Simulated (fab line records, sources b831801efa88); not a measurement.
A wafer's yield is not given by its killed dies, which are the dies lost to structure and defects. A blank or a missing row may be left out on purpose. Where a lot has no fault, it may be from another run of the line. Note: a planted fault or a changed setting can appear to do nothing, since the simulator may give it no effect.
Which tool is to blame? :: flow sky130 :: 14 lots with 42 wafers sampled at 4 steps, on a route of 708 steps

## WHAT EACH GAUGE READ, for each wafer
SKY_VT_ADJUST_LVTN_OVL_MEAS_18.
lot: L434
measured: day 7 18:34
on: overlay-01
VT_ADJUST_LVTN_01_OVL (nm): -0.5 -0.8 -1.6

lot: L435
measured: day 7 21:51
on: overlay-02
VT_ADJUST_LVTN_01_OVL (nm): -1.9 -1.8 -2.7

lot: L436
measured: day 8 08:58
on: overlay-01
VT_ADJUST_LVTN_01_OVL (nm): 0.6 1.3 -0.8

lot: L437
measured: day 8 13:27
on: overlay-02
VT_ADJUST_LVTN_01_OVL (nm): 0.5 -1.6 -0.7

lot: L438
measured: day 8 15:25
on: overlay-02
VT_ADJUST_LVTN_01_OVL (nm): -0.3 -1.6 -0.1

lot: L439
measured: day 9 06:40
on: overlay-02
VT_ADJUST_LVTN_01_OVL (nm): 0.8 -2.2 -0.5

lot: L440
measured: day 9 11:07
on: overlay-02
VT_ADJUST_LVTN_01_OVL (nm): -0.9 -0.6 -0.8

lot: L441
measured: day 9 20:37
on: overlay-01
VT_ADJUST_LVTN_01_OVL (nm): 0.0 -1.3 -1.9

lot: L442
measured: day 9 23:37
on: overlay-02
VT_ADJUST_LVTN_01_OVL (nm): 1.0 -1.3 0.3

lot: L443
measured: day 10 07:16
on: overlay-01
VT_ADJUST_LVTN_01_OVL (nm): -2.3 -2.5 -3.0

lot: L444
measured: day 10 10:01
on: overlay-02
VT_ADJUST_LVTN_01_OVL (nm): -3.0 -0.6 -0.4

lot: L446
measured: day 11 00:31
on: overlay-01
VT_ADJUST_LVTN_01_OVL (nm): 1.0 1.0 -0.5

lot: L449
measured: day 12 03:28
on: overlay-02
VT_ADJUST_LVTN_01_OVL (nm): 0.6 -1.1 0.0

lot: L450
measured: day 12 09:43
on: overlay-01
VT_ADJUST_LVTN_01_OVL (nm): -2.6 -0.5 0.8

SKY_SONOS_ONO_THK_MEAS_05.
lot: L434
measured: day 11 18:22
on: film-metro-02
SONOS_ONO_CVD_04_THK (nm): 5.69 5.66 5.64

lot: L435
measured: day 11 22:32
on: film-metro-02
SONOS_ONO_CVD_04_THK (nm): 5.55 5.73 5.70

lot: L436
measured: day 12 09:57
on: film-metro-02
SONOS_ONO_CVD_04_THK (nm): 5.79 5.84 5.78

lot: L437
measured: day 12 16:36
on: film-metro-02
SONOS_ONO_CVD_04_THK (nm): 5.92 5.94 5.88

lot: L438
measured: day 12 16:37
on: film-metro-04
SONOS_ONO_CVD_04_THK (nm): 5.78 5.90 5.90

lot: L439
measured: day 13 13:47
on: film-metro-02
SONOS_ONO_CVD_04_THK (nm): 5.64 5.66 5.67

lot: L440
measured: day 13 15:38
on: film-metro-02
SONOS_ONO_CVD_04_THK (nm): 5.59 5.56 5.63

lot: L441
measured: day 14 04:55
on: film-metro-03
SONOS_ONO_CVD_04_THK (nm): 5.61 5.68 5.57

lot: L442
measured: day 14 09:08
on: film-metro-03
SONOS_ONO_CVD_04_THK (nm): 5.83 5.68 5.66

lot: L443
measured: day 14 16:49
on: film-metro-02
SONOS_ONO_CVD_04_THK (nm): 5.77 5.88 6.01

lot: L444
measured: day 14 21:50
on: film-metro-03
SONOS_ONO_CVD_04_THK (nm): 5.91 5.81 5.69

lot: L446
measured: day 15 14:03
on: film-metro-03
SONOS_ONO_CVD_04_THK (nm): 5.48 5.57 5.56

lot: L449
measured: day 16 18:39
on: film-metro-02
SONOS_ONO_CVD_04_THK (nm): 6.36 6.26 6.26

lot: L450
measured: day 17 03:08
on: film-metro-03
SONOS_ONO_CVD_04_THK (nm): 6.30 6.45 6.41

## TOOL THAT RAN EACH LOT (tool first, then ch and the chambers of the sampled wafers, then the start)
lot: L434
SKY_VT_ADJUST_LVTN_STRIP_09: plasma-asher-02 ch 0, day 6 22:34
SKY_SONOS_ONO_CVD_04: lpcvd-03 ch 0, day 11 17:05

lot: L435
SKY_VT_ADJUST_LVTN_STRIP_09: plasma-asher-01 ch 0,1, day 7 02:17
SKY_SONOS_ONO_CVD_04: lpcvd-03 ch 0, day 11 21:17

lot: L436
SKY_VT_ADJUST_LVTN_STRIP_09: plasma-asher-03 ch 0,1, day 7 12:47
SKY_SONOS_ONO_CVD_04: lpcvd-03 ch 1, day 12 08:42

lot: L437
SKY_VT_ADJUST_LVTN_STRIP_09: plasma-asher-02 ch 0,1, day 7 17:49
SKY_SONOS_ONO_CVD_04: lpcvd-03 ch 0, day 12 15:21

lot: L438
SKY_VT_ADJUST_LVTN_STRIP_09: plasma-asher-01 ch 0,1, day 7 19:07
SKY_SONOS_ONO_CVD_04: lpcvd-03 ch 0, day 12 15:21

lot: L439
SKY_VT_ADJUST_LVTN_STRIP_09: plasma-asher-03 ch 0,1, day 8 09:23
SKY_SONOS_ONO_CVD_04: lpcvd-03 ch 0, day 13 11:54

lot: L440
SKY_VT_ADJUST_LVTN_STRIP_09: plasma-asher-03 ch 0,1, day 8 13:37
SKY_SONOS_ONO_CVD_04: lpcvd-03 ch 0, day 13 14:23

lot: L441
SKY_VT_ADJUST_LVTN_STRIP_09: plasma-asher-03 ch 0,1, day 8 22:52
SKY_SONOS_ONO_CVD_04: lpcvd-03 ch 1, day 14 03:40

lot: L442
SKY_VT_ADJUST_LVTN_STRIP_09: plasma-asher-02 ch 0,1, day 9 02:01
SKY_SONOS_ONO_CVD_04: lpcvd-03 ch 1, day 14 07:53

lot: L443
SKY_VT_ADJUST_LVTN_STRIP_09: plasma-asher-02 ch 0,1, day 9 09:17
SKY_SONOS_ONO_CVD_04: lpcvd-03 ch 0, day 14 15:34

lot: L444
SKY_VT_ADJUST_LVTN_STRIP_09: plasma-asher-03 ch 0,1, day 9 11:40
SKY_SONOS_ONO_CVD_04: lpcvd-03 ch 0, day 14 20:34

lot: L446
SKY_VT_ADJUST_LVTN_STRIP_09: plasma-asher-03 ch 0,1, day 10 02:21
SKY_SONOS_ONO_CVD_04: lpcvd-03 ch 0, day 15 12:48

lot: L449
SKY_VT_ADJUST_LVTN_STRIP_09: plasma-asher-03 ch 0,1, day 11 03:51
SKY_SONOS_ONO_CVD_04: lpcvd-03 ch 0, day 16 17:24

lot: L450
SKY_VT_ADJUST_LVTN_STRIP_09: plasma-asher-03 ch 0,1, day 11 09:21
SKY_SONOS_ONO_CVD_04: lpcvd-03 ch 1, day 17 01:52
- SKY_VT_ADJUST_LVTN_STRIP_09: strips in O2/N2.
- SKY_SONOS_ONO_CVD_04: deposits SiO2 from SiH4/N2O, target thk 5.7199 nm.

## WHAT THE TOOLS THEMSELVES READ (means of the sampled wafers that have a number; where no wafer has one, the mark that the record gives instead)
SKY_VT_ADJUST_LVTN_STRIP_09.
lot: L434
tool: plasma-asher-02
drypump-motor-current-A (A): 4.9
oes-product-au (a.u.): 0.720
strip-time-to-endpoint-s (s): 36.87

lot: L435
tool: plasma-asher-01
drypump-motor-current-A (A): 5.3
oes-product-au (a.u.): 0.725
strip-time-to-endpoint-s (s): 37.00

lot: L436
tool: plasma-asher-03
drypump-motor-current-A (A): 6.0
oes-product-au (a.u.): 0.721
strip-time-to-endpoint-s (s): 36.75

lot: L437
tool: plasma-asher-02
drypump-motor-current-A (A): 5.2
oes-product-au (a.u.): 0.721
strip-time-to-endpoint-s (s): 36.99

lot: L438
tool: plasma-asher-01
drypump-motor-current-A (A): 5.7
oes-product-au (a.u.): 0.720
strip-time-to-endpoint-s (s): 36.92

lot: L439
tool: plasma-asher-03
drypump-motor-current-A (A): 6.0
oes-product-au (a.u.): 0.722
strip-time-to-endpoint-s (s): 36.92

lot: L440
tool: plasma-asher-03
drypump-motor-current-A (A): 5.9
oes-product-au (a.u.): 0.724
strip-time-to-endpoint-s (s): 36.94

lot: L441
tool: plasma-asher-03
drypump-motor-current-A (A): 6.0
oes-product-au (a.u.): 0.724
strip-time-to-endpoint-s (s): 36.86

lot: L442
tool: plasma-asher-02
drypump-motor-current-A (A): 5.3
oes-product-au (a.u.): 0.720
strip-time-to-endpoint-s (s): 36.81

lot: L443
tool: plasma-asher-02
drypump-motor-current-A (A): 5.4
oes-product-au (a.u.): 0.717
strip-time-to-endpoint-s (s): 36.84

lot: L444
tool: plasma-asher-03
drypump-motor-current-A (A): 6.0
oes-product-au (a.u.): 0.730
strip-time-to-endpoint-s (s): 37.04

lot: L446
tool: plasma-asher-03
drypump-motor-current-A (A): 6.0
oes-product-au (a.u.): 0.722
strip-time-to-endpoint-s (s): 36.87

lot: L449
tool: plasma-asher-03
drypump-motor-current-A (A): 6.0
oes-product-au (a.u.): 0.726
strip-time-to-endpoint-s (s): 36.87

lot: L450
tool: plasma-asher-03
drypump-motor-current-A (A): 6.0
oes-product-au (a.u.): 0.724
strip-time-to-endpoint-s (s): 36.81

SKY_SONOS_ONO_CVD_04.
lot: L434
tool: lpcvd-03
spike-tc-bottom-C (C): 915.5
spike-tc-centre-C (C): 897.9
spike-tc-lower-C (C): 898.3
spike-tc-top-C (C): 914.0
spike-tc-upper-C (C): 900.7
susceptor-temp-C (C): 899.9
zone-power-bottom-pct (%): 28.9

lot: L435
tool: lpcvd-03
spike-tc-bottom-C (C): 916.6
spike-tc-centre-C (C): 897.1
spike-tc-lower-C (C): 900.8
spike-tc-top-C (C): 914.5
spike-tc-upper-C (C): 900.7
susceptor-temp-C (C): 899.8
zone-power-bottom-pct (%): 28.7

lot: L436
tool: lpcvd-03
spike-tc-bottom-C (C): 918.2
spike-tc-centre-C (C): 900.4
spike-tc-lower-C (C): 901.3
spike-tc-top-C (C): 914.1
spike-tc-upper-C (C): 897.5
susceptor-temp-C (C): 900.2
zone-power-bottom-pct (%): 25.8

lot: L437
tool: lpcvd-03
spike-tc-bottom-C (C): 914.5
spike-tc-centre-C (C): 898.3
spike-tc-lower-C (C): 899.0
spike-tc-top-C (C): 915.0
spike-tc-upper-C (C): 900.8
susceptor-temp-C (C): 900.5
zone-power-bottom-pct (%): 28.8

lot: L438
tool: lpcvd-03
spike-tc-bottom-C (C): 916.2
spike-tc-centre-C (C): 898.1
spike-tc-lower-C (C): 898.3
spike-tc-top-C (C): 914.3
spike-tc-upper-C (C): 899.9
susceptor-temp-C (C): 900.0
zone-power-bottom-pct (%): 28.4

lot: L439
tool: lpcvd-03
spike-tc-bottom-C (C): 915.1
spike-tc-centre-C (C): 898.3
spike-tc-lower-C (C): 899.1
spike-tc-top-C (C): 914.2
spike-tc-upper-C (C): 900.4
susceptor-temp-C (C): 900.1
zone-power-bottom-pct (%): 28.8

lot: L440
tool: lpcvd-03
spike-tc-bottom-C (C): 915.9
spike-tc-centre-C (C): 898.1
spike-tc-lower-C (C): 898.7
spike-tc-top-C (C): 914.7
spike-tc-upper-C (C): 900.4
susceptor-temp-C (C): 899.8
zone-power-bottom-pct (%): 28.4

lot: L441
tool: lpcvd-03
spike-tc-bottom-C (C): 918.0
spike-tc-centre-C (C): 901.3
spike-tc-lower-C (C): 901.5
spike-tc-top-C (C): 913.8
spike-tc-upper-C (C): 898.2
susceptor-temp-C (C): 899.9
zone-power-bottom-pct (%): 25.9

lot: L442
tool: lpcvd-03
spike-tc-bottom-C (C): 916.9
spike-tc-centre-C (C): 901.6
spike-tc-lower-C (C): 901.1
spike-tc-top-C (C): 914.5
spike-tc-upper-C (C): 898.8
susceptor-temp-C (C): 899.7
zone-power-bottom-pct (%): 25.9

lot: L443
tool: lpcvd-03
spike-tc-bottom-C (C): 915.6
spike-tc-centre-C (C): 898.5
spike-tc-lower-C (C): 900.0
spike-tc-top-C (C): 914.3
spike-tc-upper-C (C): 900.6
susceptor-temp-C (C): 899.9
zone-power-bottom-pct (%): 28.8

lot: L444
tool: lpcvd-03
spike-tc-bottom-C (C): 917.2
spike-tc-centre-C (C): 897.9
spike-tc-lower-C (C): 899.7
spike-tc-top-C (C): 914.7
spike-tc-upper-C (C): 900.4
susceptor-temp-C (C): 899.9
zone-power-bottom-pct (%): 28.8

lot: L446
tool: lpcvd-03
spike-tc-bottom-C (C): 916.7
spike-tc-centre-C (C): 898.2
spike-tc-lower-C (C): 898.4
spike-tc-top-C (C): 914.4
spike-tc-upper-C (C): 900.7
susceptor-temp-C (C): 900.0
zone-power-bottom-pct (%): 28.7

lot: L449
tool: lpcvd-03
spike-tc-bottom-C (C): 921.9
spike-tc-centre-C (C): 904.2
spike-tc-lower-C (C): 905.8
spike-tc-top-C (C): 919.7
spike-tc-upper-C (C): 907.4
susceptor-temp-C (C): 906.4
zone-power-bottom-pct (%): 28.9

lot: L450
tool: lpcvd-03
spike-tc-bottom-C (C): 922.5
spike-tc-centre-C (C): 907.9
spike-tc-lower-C (C): 907.4
spike-tc-top-C (C): 918.0
spike-tc-upper-C (C): 904.0
susceptor-temp-C (C): 906.3
zone-power-bottom-pct (%): 26.1

## THE ANSWER, worked out from the rows above alone
Rule: what is usual is taken from the lots themselves. Put in order of their means at a reading, lots are off if they are a third of the lots or fewer, leave a main group of 4 or more, and stand apart from it by a gap of 3 or more times the standard deviation of the main group's means; of several such gaps the widest counts. If all means in a main group match to the digits the tables above print for the reading, that group is not used. Also off: a lot with no number at a reading for which 4 or more lots have one. Where the step has rows for the other lots, those lots are counted as sound. The gauges are gone through in route order, then the tools' own readings, and for those a lot's mean is taken as printed above. The first step at which some lot is off is used, and at that step the reading that is off furthest; a lot without a number counts as furthest.
Off: L449, L450, at SKY_SONOS_ONO_THK_MEAS_05 (SONOS_ONO_CVD_04_THK). Main group: mean 5.73 nm, sd 0.12.
If a tool, at a process step before that reading, ran all the lots that are off and no sound lot after the first of them, it fits. Not tried: the gauges at SKY_SONOS_ONO_THK_MEAS_05; whatever is off there is also off at SKY_SONOS_ONO_CVD_04, on other tools, and gauge error can't account for it. 2 tools fit, plasma-asher-03 at SKY_VT_ADJUST_LVTN_STRIP_09 and lpcvd-03 at SKY_SONOS_ONO_CVD_04, so this cannot tell which one it is.

## WHAT THE SIMULATOR HAD PUT IN
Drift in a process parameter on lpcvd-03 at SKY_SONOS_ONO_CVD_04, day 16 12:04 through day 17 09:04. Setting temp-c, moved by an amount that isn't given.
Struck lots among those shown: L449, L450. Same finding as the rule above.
